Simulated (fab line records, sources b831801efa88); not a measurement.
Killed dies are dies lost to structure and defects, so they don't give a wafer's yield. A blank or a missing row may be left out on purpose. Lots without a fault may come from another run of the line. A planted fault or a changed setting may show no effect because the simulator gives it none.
Chamber matching | flow gf180mcu | GF_STI_CMP_25 on cmp-01: 4 sister chambers
The step polishes, stops on Si3N4, t overpolish 33 s, target thk 524.6 nm. 18 wafers are shown with their chamber, then 9 later ones without.

WAFERS WITH THEIR CHAMBER
wafer  | chamber | motor_current_A (A) | time_to_endpoint_s (s) | retaining_ring_pressure_frac
L172.1 | 2       | 14.1                | 124                    | 0.998
L172.2 | 1       | 10.5                | 110                    | 0.990
L172.5 | 3       | 15.2                | 119                    | 0.989
L173.1 | 0       | 11.7                | 125                    | 0.998
L173.4 | 2       | 13.5                | 131                    | 0.996
L173.6 | 2       | 14.9                | 126                    | 1.005
L175.2 | 2       | 14.9                | 131                    | 0.998
L175.3 | 0       | 11.4                | 122                    | 0.991
L175.5 | 0       | 11.1                | 126                    | 0.998
L177.3 | 2       | 15.4                | 126                    | 0.996
L177.4 | 0       | 11.8                | 125                    | 0.998
L177.5 | 2       | 13.9                | 127                    | 0.998
L178.1 | 1       | 11.6                | 114                    | 0.996
L178.3 | 3       | 15.1                | 121                    | 1.002
L178.4 | 2       | 14.8                | 125                    | 0.999
L189.1 | 3       | 14.9                | 121                    | 0.997
L189.3 | 0       | 11.3                | 128                    | 1.000
L189.5 | 3       | 15.1                | 126                    | 0.994

SIGNATURES (means of the wafers above)
reading                      | chamber 0 | chamber 1 | chamber 2 | chamber 3 | scatter within a chamber
motor_current_A              | 11.460    | 11.050    | 14.500    | 15.075    | 0.516
time_to_endpoint_s           | 125.20    | 112.00    | 127.14    | 121.75    | 2.68
retaining_ring_pressure_frac | 0.99700   | 0.99300   | 0.99857   | 0.99550   | 0.00388
Rule: a wafer's distance from a chamber is the root of the sum, over the readings, of the square of ((its reading less the chamber's mean) divided by the reading's scatter). The wafer belongs to the nearest chamber; if the next one is less than 2 further off, it can't be placed. The scatter: the root of (the sum of the squares of (reading less its chamber's mean) over the shown wafers, divided by (wafers less chambers)).

WAFERS WITHOUT THEIR CHAMBER
wafer  | motor_current_A (A) | time_to_endpoint_s (s) | retaining_ring_pressure_frac
L190.1 | 11.4                | 119                    | 1.003
L190.2 | 13.1                | 125                    | 1.005
L190.3 | 10.9                | 114                    | 1.000
L192.2 | 13.9                | 123                    | 0.997
L192.4 | 15.0                | 116                    | 0.998
L192.5 | 14.4                | 119                    | 0.995
L193.1 | 14.6                | 118                    | 0.994
L193.4 | 13.8                | 122                    | 1.005
L193.5 | 14.8                | 121                    | 0.990

WHICH CHAMBER EACH WENT THROUGH
wafer  | from the rows above          | in truth
L190.1 | can't be placed: 0 or 1      | 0
L190.2 | can't be placed: 2 or 0 or 3 | 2
L190.3 | 1                            | 1
L192.2 | can't be placed: 2 or 3      | 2
L192.4 | 3                            | 3
L192.5 | can't be placed: 3 or 2      | 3
L193.1 | can't be placed: 3 or 2      | 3
L193.4 | can't be placed: 2 or 3      | 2
L193.5 | can't be placed: 3 or 2      | 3
Placed correctly: 2 of 9. Can't be placed from these rows: 7 (the true chamber is among the candidates in 7). Placed wrongly: 0.
